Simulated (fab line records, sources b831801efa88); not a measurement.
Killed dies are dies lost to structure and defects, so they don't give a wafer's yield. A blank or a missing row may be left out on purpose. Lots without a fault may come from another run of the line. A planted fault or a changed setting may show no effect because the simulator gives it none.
fab line records | flow sky130
record lots=7 wafers=19 last_day=50
route steps=708 shown CONTACT@417 PAD_OPEN@708
lots that met no fault: from a run of the same line without faults
start_h: hours from the record's first day to the start of the lot's first wafer shown | wait_h: hours since the lot's step before | " the same as in the row above | L1.1+2: a row that stands for several wafers | - no value, or no start given | * or withheld: withheld | < > ~ a bound
route shown NAME@n: a module of which the file shows steps, and the number in the route of the first | usual: mean/standard deviation of fault-free wafers | same: alike in all rows | chamber/n: place in a boat | sites: the reading at each site | _std_site: their standard deviation | _edge_site: outer sites' mean less inner sites' | radius_mm: how far each site lies from the wafer's centre | mask NAME#n: copy n | behind: the tool/chamber that last shaped the wafer | hold: why the lot was held/for how many hours/how that ended | device: the transistor (n, p or np) that didn't switch | end of line: the same wafers' tests at the end of the route | a step without rows: its recipe alone | killed: dies lost to structure and defects at the first sort, not the wafer's yield | map: a wafer's dies, x killed, . not, _ none there
set.NAME: the setting as run; set.NAME@STEP: as run at that earlier step | model.NAME: the simulator's own value behind a step, which no gauge read
lots at some steps of the route; a table a step, a row a wafer
services: from which hour (start_h, from the record's first day; less than 0 if before it) a tool's chamber was out of use, for how many hours, and why
## steps
# step SKY_CONTACT_EXPOSE_11
# recipe mask_id=CTM1 na=0.8 source_shape=annular sigma_inner=0.55 sigma_outer=0.85 target_cd_nm=170 dose_mj=38
# step SKY_CONTACT_PEB_12
# recipe peb_temp_c=withheld peb_time_s=withheld resist=KrF-thick
# step SKY_CONTACT_DEVELOP_13
# recipe develop_time_s=60 resist=KrF-thick dev_temp_c=21
# step SKY_CONTACT_CD_MEAS_14
# recipe target_cd_nm=170
# usual cd_nm=170.5/1.4
# columns lot.wafer tool chamber start_h wait_h cd_nm
L791.2 cd_sem-02 - 754.88 - 171.1
L791.4 " - " " 171.0
L791.6 " - " " 172.7
L802.3 cd_sem-01 - 842.40 - 169.9
L802.4 " - " " 170.1
L802.5 " - " " 170.3
L804.1 cd_sem-01 - 865.27 - 173.4
L804.4 " - " " 172.1
L804.6 " - " " 173.0
L805.3 cd_sem-02 - 865.96 - 171.3
L805.4 " - " " 171.0
L805.5 " - " " 172.4
L806.2 cd_sem-02 - 873.29 - 172.9
L806.6 " - " " 171.1
L807.1 cd_sem-01 - 878.27 - 169.8
L807.2 " - " " 169.6
L808.1 cd_sem-02 - 891.46 - 169.5
L808.3 " - " " 170.5
L808.5 " - " " 170.6
# step SKY_CONTACT_OVL_MEAS_15
# usual CONTACT_OVL=-1/5.6
# columns lot.wafer tool chamber start_h wait_h CONTACT_OVL[nm]
L791.2 overlay-02 - 754.99 0.1 -3
L791.4 " - " " -4
L791.6 " - " " -3
L802.3 overlay-01 - 842.49 0.1 -3
L802.4 " - " " 0
L802.5 " - " " -2
L804.1 overlay-01 - 865.39 0.1 -3
L804.4 " - " " -4
L804.6 " - " " -6
L805.3 overlay-02 - 866.05 0.1 -2
L805.4 " - " " -11
L805.5 " - " " -6
L806.2 overlay-01 - 873.40 0.1 1
L806.6 " - " " 2
L807.1 overlay-01 - 878.39 0.1 -4
L807.2 " - " " -8
L808.1 overlay-02 - 891.58 0.1 5
L808.3 " - " " -3
L808.5 " - " " 0
# step SKY_CONTACT_ETCH_16
# recipe chemistry=N2/H2 target=BARC ion_energy_ev=200 source_w=500 bias_w=100 pressure_mtorr=30 n2_flow_sccm=100 h2_flow_sccm=200 stop_on=SiO2 time_s=45.9 target_depth_a=600
# usual chamber_pressure_mTorr=30.004/0.028 drypump_motor_current_A=5.7/0.5 oes_product_au=0.854/0.0047 throttle_valve_pct=13.226/0.01
# columns lot.wafer tool chamber start_h wait_h chamber_pressure_mTorr drypump_motor_current_A oes_product_au rf_hours_counter_h throttle_valve_pct
L791.2 rie_diel-02 0 755.02 0.0 29.980 6.2 0.854 8 13.233
L791.4 " 1 " " 30.004 5.6 0.855 17 13.231
L791.6 " 1 " " 30.005 5.6 0.852 - 13.211
L802.3 rie_diel-03 2 842.51 0.0 29.981 5.6 0.856 18 13.223
L802.4 " 1 " " 30.013 5.2 0.847 3 13.241
L802.5 " 0 " " 29.996 6.7 0.860 - 13.232
L804.1 rie_diel-03 1 865.43 0.0 30.037 5.2 0.849 4 13.214
L804.4 " 3 " " 29.983 6.2 0.858 21 13.226
L804.6 " 3 " " 29.986 6.2 0.860 - 13.199
L805.3 rie_diel-01 3 866.08 0.0 30.081 5.3 0.850 14 13.237
L805.4 " 0 " " 30.010 5.6 0.848 19 13.233
L805.5 " 0 " " 30.009 5.6 0.858 - 13.241
L806.2 rie_diel-02 2 873.43 0.0 30.019 5.7 0.858 25 13.215
L806.6 " 0 " " 29.988 6.2 0.853 - 13.224
L807.1 rie_diel-03 2 878.43 0.0 30.023 5.6 0.852 19 13.221
L807.2 " 1 " " 29.970 5.2 0.854 4 13.224
L808.1 rie_diel-01 1 891.61 0.0 29.993 4.7 0.850 8 13.221
L808.3 " 0 " " 30.031 5.6 0.850 20 13.202
L808.5 " 2 " " 30.008 5.9 0.849 - 13.221
# step SKY_CONTACT_ETCH_17
# recipe target=SiO2 chemistry=C4F8/O2/Ar stop_on=Si3N4 mask_material=KrF-thick source_w=1500 bias_w=1200 pressure_mtorr=40 c4f8_flow_sccm=withheld O2_flow_sccm=6 Ar_flow_sccm=300 time_s=withheld target_depth_a=3400
# usual chamber_pressure_mTorr=40.00/0.039 oes_product_au=0.893/0.0047
# columns lot.wafer tool chamber start_h wait_h chamber_pressure_mTorr oes_product_au
L791.2 rie_diel-02 0 755.06 0.0 39.94 0.902
L791.4 " 1 " " 40.01 0.896
L791.6 " 1 " " 39.94 0.902
L802.3 rie_diel-03 2 842.56 0.0 39.96 0.898
L802.4 " 1 " " 40.04 0.899
L802.5 " 0 " " 39.98 0.895
L804.1 rie_diel-03 1 865.47 0.0 40.09 0.892
L804.4 " 3 " " 39.98 0.896
L804.6 " 3 " " 40.06 0.897
L805.3 rie_diel-01 3 866.12 0.0 40.01 0.890
L805.4 " 0 " " 40.01 0.902
L805.5 " 0 " " 39.90 0.891
L806.2 rie_diel-02 2 873.47 0.0 40.04 0.895
L806.6 " 0 " " 40.02 0.894
L807.1 rie_diel-03 2 878.47 0.0 40.01 0.899
L807.2 " 1 " " 40.00 0.897
L808.1 rie_diel-01 1 891.66 0.0 40.03 0.901
L808.3 " 0 " " 39.96 0.890
L808.5 " 2 " " 39.97 0.896
# step SKY_CONTACT_ETCH_18
# recipe target=Si3N4 chemistry=CHF3/O2 stop_on=TiN source_w=600 bias_w=200 pressure_mtorr=40 chf3_flow_sccm=50 O2_flow_sccm=5 time_s=39 target_depth_a=750
# usual O2_flow_sccm=5.000/0.015 chamber_pressure_mTorr=40.00/0.037 drypump_motor_current_A=5.7/0.51 oes_product_au=0.857/0.0077 throttle_valve_pct=8.793/0.01
# columns lot.wafer tool chamber start_h wait_h O2_flow_sccm chamber_pressure_mTorr drypump_motor_current_A oes_product_au rf_hours_counter_h throttle_valve_pct
L791.2 rie_diel-02 0 - - 5.010 40.01 6.2 0.862 8 8.785
L791.4 " 1 " " 5.006 40.10 5.6 0.863 17 8.812
L791.6 " 1 " " 5.010 40.02 5.6 0.863 - 8.779
L802.3 rie_diel-03 2 - - 4.984 40.04 5.6 0.843 18 8.810
L802.4 " 1 " " 5.000 40.07 5.2 0.866 3 8.809
L802.5 " 0 " " 4.987 39.90 6.7 0.859 - 8.795
L804.1 rie_diel-03 1 - - 4.984 39.97 5.2 0.851 4 8.795
L804.4 " 3 " " 4.994 40.04 6.2 0.860 21 8.799
L804.6 " 3 " " 4.990 40.03 6.2 0.856 - 8.795
L805.3 rie_diel-01 3 - - 4.988 39.97 5.4 0.845 14 8.781
L805.4 " 0 " " 4.997 40.02 5.6 0.856 19 8.784
L805.5 " 0 " " 4.993 39.99 5.6 0.851 - 8.803
L806.2 rie_diel-02 2 - - 4.982 39.97 5.7 0.855 25 8.800
L806.6 " 0 " " 5.007 40.02 6.2 0.866 - 8.791
L807.1 rie_diel-03 2 - - 4.991 39.99 5.5 0.840 19 8.792
L807.2 " 1 " " 4.986 40.01 5.1 0.849 4 8.790
L808.1 rie_diel-01 1 - - 4.992 39.98 4.6 0.843 8 8.800
L808.3 " 0 " " 4.998 40.02 5.6 0.845 20 8.792
L808.5 " 2 " " 5.016 39.96 5.8 0.857 - 8.794
# step SKY_CONTACT_STRIP_19
# recipe chemistry=O2/N2 power_w=1400 pressure_mtorr=1500 platen_temp_c=withheld o2_flow_sccm=3000 n2_flow_sccm=300 overash_fraction=0.5
# usual chamber_pressure_mTorr=1499.9/1.4 drypump_motor_current_A=5.19/0.17 oes_product_au=0.380/0.0044 strip_time_to_endpoint_s=3.60/0.038
# columns lot.wafer tool chamber start_h wait_h chamber_pressure_mTorr drypump_motor_current_A oes_product_au rf_hours_counter_h strip_time_to_endpoint_s
L791.2 plasma_asher-04 0 755.15 - 1499.3 4.91 0.372 1 3.54
L791.4 " 0 " " 1499.8 4.90 0.375 - 3.56
L791.6 " 1 " " 1501.9 5.20 0.374 - 3.52
L802.3 plasma_asher-04 0 842.68 - 1500.1 4.91 0.386 - 3.60
L802.4 " 1 " " 1500.5 5.20 0.388 - 3.60
L802.5 " 0 " " 1499.7 4.91 0.379 - 3.61
L804.1 plasma_asher-03 0 865.56 - 1499.0 5.40 0.377 41 3.61
L804.4 " 0 " " 1499.7 5.39 0.379 - 3.61
L804.6 " 0 " " 1500.9 5.38 0.387 - 3.60
L805.3 plasma_asher-03 1 866.24 - 1500.4 5.20 0.390 - 3.64
L805.4 " 0 " " 1496.7 5.39 0.378 - 3.57
L805.5 " 1 " " 1500.6 5.18 0.380 - 3.57
L806.2 plasma_asher-02 1 873.56 - 1502.3 5.38 0.383 104 3.65
L806.6 " 0 " " 1497.9 5.08 0.378 - 3.59
L807.1 plasma_asher-02 1 878.56 - 1498.9 5.41 0.376 104 3.61
L807.2 " 0 " " 1500.5 5.04 0.382 104 3.59
L808.1 plasma_asher-02 0 891.75 - 1499.1 5.06 0.376 105 3.62
L808.3 " 1 " " 1498.3 5.39 0.390 - 3.57
L808.5 " 1 " " 1500.2 5.41 0.380 - 3.56
# step SKY_CONTACT_STRIP_20
# recipe chemistry=post_etch_residue_remover time_s=1200 temp_c=72.5
# step SKY_CONTACT_CLEAN_21
# recipe chemistry=IPA time_s=180 temp_c=25
# step SKY_CONTACT_CLEAN_22
# recipe chemistry=O3/DIW dry=n2_spin
# step SKY_CONTACT_SPUTTER_23
# recipe material=TiN target_thk_nm=20 chamber_pressure_pa=5 power_w=4000 time_s=80
# usual throttle_valve_pct=30.1/0.77
# columns lot.wafer tool chamber start_h wait_h throttle_valve_pct model.TiN_of_CONTACT_SPUTTER_23.thk_nm
L791.2 pvd_sputter-03 - 755.78 0.0 30.4 19.64
L791.4 " - " " 30.2 19.55
L791.6 " - " " 30.6 19.86
L802.3 pvd_sputter-01 - 843.24 0.0 29.4 20.01
L802.4 " - " " 31.0 20.07
L802.5 " - " " 29.7 19.96
L804.1 pvd_sputter-03 - 866.27 0.0 30.6 11.61
L804.4 " - " " 30.0 20.29
L804.6 " - " " 30.8 11.95
L805.3 pvd_sputter-01 - 866.83 0.0 29.7 19.78
L805.4 " - " " 30.0 19.99
L805.5 " - " " 31.1 19.9
L806.2 pvd_sputter-03 - 874.23 0.0 30.4 20.24
L806.6 " - " " 30.9 12.03
L807.1 pvd_sputter-03 - 879.15 0.0 30.1 12
L807.2 " - " " 30.6 19.8
L808.1 pvd_sputter-02 - 892.35 0.0 27.2 20.06
L808.3 " - " " 30.0 20.03
L808.5 " - " " 28.4 19.97
# step SKY_CONTACT_CVD_24
# recipe material=W target_thk_nm=340 time_s=102.12 temp_c=400 pressure_torr=40
# usual heater_power_w=834/95
# columns lot.wafer tool chamber start_h wait_h heater_power_w
L791.2 cvd_w-01 1 755.84 0.0 739
L791.4 " 0 " " 953
L791.6 " 0 " " 930
L802.3 cvd_w-01 1 843.34 0.1 742
L802.4 " 0 " " 943
L802.5 " 1 " " 745
L804.1 cvd_w-02 1 866.33 0.0 741
L804.4 " 0 " " 902
L804.6 " 1 " " 748
L805.3 cvd_w-01 0 866.93 0.1 931
L805.4 " 1 " " 749
L805.5 " 1 " " 766
L806.2 cvd_w-02 1 874.29 0.0 765
L806.6 " 1 " " 739
L807.1 cvd_w-02 1 879.22 0.0 746
L807.2 " 0 " " 885
L808.1 cvd_w-01 0 892.41 0.0 958
L808.3 " 1 " " 759
L808.5 " 0 " " 932
# step SKY_PAD_OPEN_PROBE_99
# usual killed_at_M0_to_M3=43/6 killed_at_M4_up=3.2/1.9 killed_at_contacts=25/5.4 killed_at_front_end=15/4.5 killed_at_other=0.3/0.59 killed_dies=87/8.7 killed_on_rim=17/3.5 killed_open=47/6.7 killed_short=39/5.7
# same gross_dies=492 killed_at_back_side=0
# columns lot.wafer tool chamber start_h wait_h killed_at_M0_to_M3 killed_at_M4_up killed_at_contacts killed_at_front_end killed_at_other killed_dies killed_on_rim killed_open killed_short
L791.2 prober-01 - 1095.30 0.1 40 3 26 19 2 90 18 49 40
L791.4 prober-01 - 1095.40 0.2 36 4 38 14 1 93 22 44 48
L791.6 prober-01 - 1095.50 0.2 34 2 32 11 0 79 14 51 28
L802.3 prober-02 - 1161.59 0.2 39 4 28 24 0 95 22 51 44
L802.4 prober-02 - 1161.64 0.2 47 6 19 15 0 87 15 44 43
L802.5 prober-02 - 1161.69 0.2 44 5 21 12 0 82 15 38 44
L804.1 prober-02 - 1176.09 0.1 47 3 15 17 0 82 15 48 34
L804.4 prober-02 - 1176.24 0.2 38 3 30 12 0 83 20 43 40
L804.6 prober-02 - 1176.34 0.2 36 4 32 12 2 86 13 48 36
L805.3 prober-01 - 1177.63 0.2 42 4 18 11 0 75 14 40 35
L805.4 prober-01 - 1177.68 0.2 38 1 26 10 0 75 15 40 35
L805.5 prober-01 - 1177.73 0.2 39 6 32 18 0 95 24 54 41
L806.2 prober-02 - 1179.08 0.1 37 0 20 7 0 64 13 34 30
L806.6 prober-02 - 1179.28 0.2 35 4 31 16 0 86 22 44 42
L807.1 prober-01 - 1188.19 0.1 49 2 26 18 0 95 18 48 47
L807.2 prober-01 - 1188.24 0.1 58 5 18 25 0 106 20 56 50
# killed by level:class
L791.2 CONTACT:geometric_particle:open=8 LI_CONTACT:geometric_particle:open=7 VIA2:geometric_particle:open=7 VIA3:geometric_particle:open=7 FIELD_ISO:geometric_particle:open=6 LOCAL_INTERCONNECT:geometric_particle:short=6 VIA1:geometric_particle:open=6 FIELD_ISO:geometric_particle:short=5
L791.4 CONTACT:geometric_particle:open=19 VIA1:geometric_particle:open=10 LI_CONTACT:geometric_particle:short=8 CONTACT:geometric_particle:short=6 VIA1:geometric_particle:short=6 VIA3:geometric_particle:short=5 FIELD_ISO:geometric_particle:short=4 FIELD_ISO:geometric_particle:open=4
L791.6 CONTACT:geometric_particle:open=13 VIA1:geometric_particle:open=9 LI_CONTACT:geometric_particle:open=8 CONTACT:geometric_particle:short=6 METAL2:geometric_particle:short=6 VIA2:geometric_particle:open=4 VIA3:geometric_particle:open=4 FIELD_ISO:geometric_particle:open=3
L802.3 VIA1:geometric_particle:open=11 CONTACT:geometric_particle:open=10 FIELD_ISO:geometric_particle:short=6 METAL3:geometric_particle:short=6 FIELD_ISO:geometric_particle:open=5 LI_CONTACT:geometric_particle:open=5 VIA2:geometric_particle:open=4 POLY_GATE:geometric_particle:open=4
L802.4 VIA1:geometric_particle:open=10 CONTACT:geometric_particle:open=8 VIA3:geometric_particle:open=8 VIA1:geometric_particle:short=6 FIELD_ISO:geometric_particle:short=5 CONTACT:geometric_particle:short=5 METAL4:geometric_particle:short=5 POLY_GATE:geometric_particle:open=4
L802.5 VIA1:geometric_particle:open=8 VIA2:geometric_particle:open=7 CONTACT:geometric_particle:open=6 METAL1:geometric_particle:short=6 LI_CONTACT:geometric_particle:open=5 LOCAL_INTERCONNECT:geometric_particle:short=5 CONTACT:geometric_particle:short=5 METAL4:geometric_particle:short=4
L804.1 VIA1:geometric_particle:open=14 LI_CONTACT:geometric_particle:open=6 FIELD_ISO:geometric_particle:open=5 VIA2:geometric_particle:open=5 VIA3:geometric_particle:open=5 LOCAL_INTERCONNECT:geometric_particle:short=4 VIA2:geometric_particle:short=4 METAL1:geometric_particle:short=4
L804.4 CONTACT:geometric_particle:open=11 CONTACT:geometric_particle:short=10 VIA1:geometric_particle:open=10 LI_CONTACT:geometric_particle:open=6 FIELD_ISO:geometric_particle:short=5 VIA2:geometric_particle:short=5 VIA2:geometric_particle:open=5 METAL1:geometric_particle:short=4
L804.6 CONTACT:geometric_particle:open=15 VIA1:geometric_particle:open=9 POLY_GATE:geometric_particle:open=6 LI_CONTACT:geometric_particle:open=5 LOCAL_INTERCONNECT:geometric_particle:short=5 CONTACT:geometric_particle:short=5 VIA1:geometric_particle:short=5 VIA2:geometric_particle:open=5
L805.3 VIA1:geometric_particle:open=7 VIA3:geometric_particle:open=7 VIA2:geometric_particle:open=6 VIA1:geometric_particle:short=6 METAL2:geometric_particle:short=6 FIELD_ISO:geometric_particle:short=5 LI_CONTACT:geometric_particle:open=5 CONTACT:geometric_particle:short=5
L805.4 CONTACT:geometric_particle:open=8 VIA1:geometric_particle:open=7 LOCAL_INTERCONNECT:geometric_particle:short=6 METAL1:geometric_particle:short=6 METAL2:geometric_particle:short=6 LI_CONTACT:geometric_particle:open=5 VIA3:geometric_particle:open=5 FIELD_ISO:geometric_particle:short=4
L805.5 CONTACT:geometric_particle:open=12 LI_CONTACT:geometric_particle:open=9 VIA1:geometric_particle:open=9 VIA1:geometric_particle:short=7 LI_CONTACT:geometric_particle:short=6 FIELD_ISO:geometric_particle:open=5 FIELD_ISO:geometric_particle:short=5 METAL4:geometric_particle:short=5
L806.2 CONTACT:geometric_particle:open=7 VIA1:geometric_particle:open=7 METAL1:geometric_particle:short=6 VIA3:geometric_particle:open=6 CONTACT:geometric_particle:short=5 VIA2:geometric_particle:open=5 FIELD_ISO:geometric_particle:short=4 LI_CONTACT:geometric_particle:short=3
L806.6 CONTACT:geometric_particle:short=9 LI_CONTACT:geometric_particle:open=8 CONTACT:geometric_particle:open=8 VIA1:geometric_particle:open=7 METAL3:geometric_particle:short=6 METAL1:geometric_particle:short=6 FIELD_ISO:geometric_particle:short=5 VIA3:geometric_particle:open=4
L807.1 CONTACT:geometric_particle:open=15 VIA1:geometric_particle:open=11 FIELD_ISO:geometric_particle:short=8 LOCAL_INTERCONNECT:geometric_particle:short=6 METAL1:geometric_particle:short=6 VIA3:geometric_particle:open=6 METAL3:geometric_particle:short=6 VIA1:geometric_particle:short=5
L807.2 VIA1:geometric_particle:open=12 METAL1:geometric_particle:short=11 FIELD_ISO:geometric_particle:open=9 VIA1:geometric_particle:short=8 VIA3:geometric_particle:open=6 POLY_GATE:geometric_particle:short=5 POLY_GATE:geometric_particle:open=5 LI_CONTACT:geometric_particle:open=5
## services
# columns tool chamber start_h hours kind
cvd_w-02 1 731.98 9.9 repair
plasma_asher-04 - 733.75 9.0 pm
plasma_asher-04 0 733.75 9.0 vent_cycle
plasma_asher-04 1 733.75 9.0 vent_cycle
cvd_w-01 - 750.53 2.8 pm
plasma_asher-02 - 752.37 9.5 pm
rie_diel-02 - 756.31 14.6 pm
pvd_sputter-01 - 756.69 4.0 repair
rie_diel-01 3 770.21 16.2 repair
rie_diel-01 2 780.17 17.8 repair
pvd_sputter-01 - 786.14 1.7 repair
cvd_w-02 - 787.52 1.6 repair
plasma_asher-03 - 788.75 2.1 repair
plasma_asher-03 - 790.91 9.2 repair
rie_diel-03 2 796.38 4.5 repair
rie_diel-03 - 835.09 0.1 repair
pvd_sputter-01 - 853.43 13.4 repair
pvd_sputter-02 - 863.63 7.7 repair
pvd_sputter-03 - 867.32 3.9 repair
rie_diel-03 0 868.93 - clean
rie_diel-03 0 868.93 16.0 scheduled_down
rie_diel-03 0 868.93 16.0 vent_cycle
rie_diel-02 0 882.10 8.4 repair
cvd_w-01 - 886.48 0.6 repair
## key
first_sign none at tools or gauges
model_effect step=SKY_CONTACT_SPUTTER_23 value=TiN_of_CONTACT_SPUTTER_23.thk_nm without=20.02 struck=11.9
met_at SKY_CONTACT_SPUTTER_23
struck_wafers L804.1,L804.6,L806.6,L807.1
tester_left_out L804,L806,L807
onset_between 755.78 866.27
fault kind=process_parameter_drift tool=pvd_sputter-03 chamber=- onset_h=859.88 steps=SKY_CONTACT_SPUTTER_23 channel=target_thk_nm offset=-8.1259 shape=step end_h=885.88 scope=struck_wafers_only acts_in=these_recipes_only stated=20
# tester_left_out: of these lots the tester's yield and bins aren't shown, on N5 and GAA mostly nor the transistor test; their killed dies are dies lost to structure and defects alone, not to doping, threshold or leakage, so they don't give the yield
